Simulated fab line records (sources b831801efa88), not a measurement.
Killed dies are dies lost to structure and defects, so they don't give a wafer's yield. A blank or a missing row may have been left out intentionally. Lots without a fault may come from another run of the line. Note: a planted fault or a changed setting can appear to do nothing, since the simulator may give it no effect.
Check of tool commonality | flow gf180mcu | Sampled: 12 lots, 36 wafers

== THE REASON FOR OPENING IT ==
At GF_NSD_CD_MEAS_07 the reading cd nm is flagged on 2 of 12 lots. No-fault wafers: 399.3 nm, standard deviation 2.3.
Rule: a lot gets a flag if all its wafers with a number sit over 4 standard deviations from that mean, or if no wafer of it has a number. The rest of the lots are taken to be sound.

lot  | measured     | on        | cd nm (nm), wafer by wafer | flag
L877 | day 13 05:04 | cd sem-02 | 398.4 399.6 396.8          |
L878 | day 13 10:50 | cd sem-01 | 397.4 397.9 395.5          |
L879 | day 14 00:07 | cd sem-02 | 404.4 402.8 403.3          |
L883 | day 15 07:52 | cd sem-02 | 397.8 398.2 399.6          |
L884 | day 15 17:42 | cd sem-02 | 397.5 398.6 398.5          |
L887 | day 17 06:05 | cd sem-01 | 402.2 403.3 402.2          |
L891 | day 18 07:28 | cd sem-02 | 397.9 399.4 400.3          |
L892 | day 18 23:32 | cd sem-01 | 401.2 399.7 399.5          |
L893 | day 19 04:10 | cd sem-02 | 401.2 400.6 400.3          |
L896 | day 20 02:14 | cd sem-01 | 428.0 428.2 428.4          | FLAGGED
L898 | day 20 22:58 | cd sem-02 | 399.4 399.1 397.6          |
L899 | day 21 01:37 | cd sem-01 | 423.3 423.7 421.9          | FLAGGED
The numbers of the flagged lots are 425.6 nm on average: +26.3 nm against the usual, or +11 standard deviations.

== EACH LOT AND THE TOOL IT RAN ON ==
2 process steps preceding the reading are held in the record, out of 602 steps in the route. Every cell lists first the tool, next ch and the chambers used by the sampled wafers, and last the start.
lot  | flag    | GF_HV_LDD_STRIP_49                   | GF_NSD_DEVELOP_06
L877 |         | plasma asher-04 ch 0,1, day 12 06:16 | litho track-01 ch 0, day 13 04:55
L878 |         | plasma asher-04 ch 0,1, day 12 12:08 | litho track-01 ch 0, day 13 10:41
L879 |         | plasma asher-04 ch 0,1, day 13 00:39 | litho track-03 ch 0, day 13 23:58
L883 |         | plasma asher-02 ch 0,1, day 14 07:54 | litho track-04 ch 0, day 15 07:43
L884 |         | plasma asher-04 ch 0,1, day 14 17:09 | litho track-01 ch 0, day 15 17:34
L887 |         | plasma asher-02 ch 0,1, day 16 05:16 | litho track-03 ch 0, day 17 05:57
L891 |         | plasma asher-04 ch 0,1, day 17 05:45 | litho track-04 ch 0, day 18 07:19
L892 |         | plasma asher-04 ch 0,1, day 17 19:37 | litho track-03 ch 0, day 18 23:24
L893 |         | plasma asher-03 ch 0,1, day 18 01:06 | litho track-03 ch 0, day 19 04:01
L896 | FLAGGED | plasma asher-04 ch 0,1, day 18 23:28 | litho track-04 ch 0, day 20 02:05
L898 |         | plasma asher-04 ch 0,1, day 19 19:52 | litho track-03 ch 0, day 20 22:49
L899 | FLAGGED | plasma asher-02 ch 0,1, day 19 22:37 | litho track-04 ch 0, day 21 01:28
These steps, and what they do:
- GF_HV_LDD_STRIP_49: strips in O2/N2.
- GF_NSD_DEVELOP_06: develop time 60 s.
- GF_NSD_CD_MEAS_07: target cd 400 nm.

== FLAGGED AGAINST TOTAL, ONE TOOL AT A TIME (gauges that did the reading follow at the end) ==
step               | tool            | lots run | flagged | share of the flagged lots | sound lots run after its first flagged lot
GF_HV_LDD_STRIP_49 | plasma asher-02 | 3        | 1       | some                      | 0
GF_HV_LDD_STRIP_49 | plasma asher-03 | 1        | 0       | none                      | -
GF_HV_LDD_STRIP_49 | plasma asher-04 | 8        | 1       | some                      | 1 (L898)
GF_NSD_DEVELOP_06  | litho track-01  | 3        | 0       | none                      | -
GF_NSD_DEVELOP_06  | litho track-03  | 5        | 0       | none                      | -
GF_NSD_DEVELOP_06  | litho track-04  | 4        | 2       | all                       | 0
GF_NSD_CD_MEAS_07  | cd sem-01       | 5        | 2       | all                       | 0
GF_NSD_CD_MEAS_07  | cd sem-02       | 7        | 0       | none                      | -

== THE TABLE: WHAT IT ALLOWS ==
2 rows of the table ran every flagged lot: litho track-04 at GF_NSD_DEVELOP_06, cd sem-01 at GF_NSD_CD_MEAS_07.
- litho track-04 at GF_NSD_DEVELOP_06 ran 4 lots, 2 of them flagged. A fault beginning between L891 (day 18 07:19), its last sound lot, and L896 (day 20 02:05), its first flagged one, fits the data.
- cd sem-01 at GF_NSD_CD_MEAS_07 ran 5 lots, 2 of them flagged. A fault beginning between L892 (day 18 23:32), its last sound lot, and L896 (day 20 02:14), its first flagged one, fits the data.
Counting lots can't tell these 2 tools apart, because each fits a fault that began at some hour. More lots, or a look at what each step does to the wafer, might.

== WHAT THE SIMULATOR HAD INSERTED ==
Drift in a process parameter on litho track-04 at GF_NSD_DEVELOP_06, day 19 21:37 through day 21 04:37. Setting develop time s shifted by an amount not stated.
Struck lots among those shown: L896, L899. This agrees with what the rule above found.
